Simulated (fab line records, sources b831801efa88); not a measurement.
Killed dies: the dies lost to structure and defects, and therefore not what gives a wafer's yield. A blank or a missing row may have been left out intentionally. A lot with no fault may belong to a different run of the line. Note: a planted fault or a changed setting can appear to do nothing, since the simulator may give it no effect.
Which tool did it? -- flow gf180mcu -- 7 lots (21 wafers sampled), 1 step of a 602-step route

WHAT EACH GAUGE READ, for each wafer
GF_STI_THK_MEAS_30.
lot,measured,on,STI_OXIDATION_02_THK (nm)
L802,day 2 10:23,film-metro-03,9.83 9.87 10.01
L805,day 3 02:27,film-metro-03,9.82 9.76 9.74
L809,day 3 23:17,film-metro-03,9.78 9.87 10.02
L812,day 4 14:35,film-metro-01,9.54 9.68 9.61
L818,day 5 21:55,film-metro-01,10.02 10.04 9.91
L820,day 6 08:36,film-metro-03,9.82 9.72 9.84
L823,day 6 23:20,film-metro-01,9.88 9.86 9.83

TOOL THAT RAN EACH LOT (tool first, then ch and the chambers of the sampled wafers, then the start)
The record shows no process step preceding these readings.

THE ANSWER, worked out from the rows above alone
Rule: the usual values come from the lots themselves. The widest of any qualifying gaps counts: lots, ordered by their means at a reading, are off when they make up no more than a third of the lots, leave a main group of 4 or more, and stand apart from it by 3 or more times the standard deviation of that group's means. If all means in a main group match to the digits the tables above print for the reading, that group is not used. Also off: a lot with no number at a reading for which 4 or more lots have one. Any other lot the step has rows for is counted as sound.
Across all readings shown, no lot is off: no conclusion can be drawn from this.

WHAT THE SIMULATOR HAD INSERTED
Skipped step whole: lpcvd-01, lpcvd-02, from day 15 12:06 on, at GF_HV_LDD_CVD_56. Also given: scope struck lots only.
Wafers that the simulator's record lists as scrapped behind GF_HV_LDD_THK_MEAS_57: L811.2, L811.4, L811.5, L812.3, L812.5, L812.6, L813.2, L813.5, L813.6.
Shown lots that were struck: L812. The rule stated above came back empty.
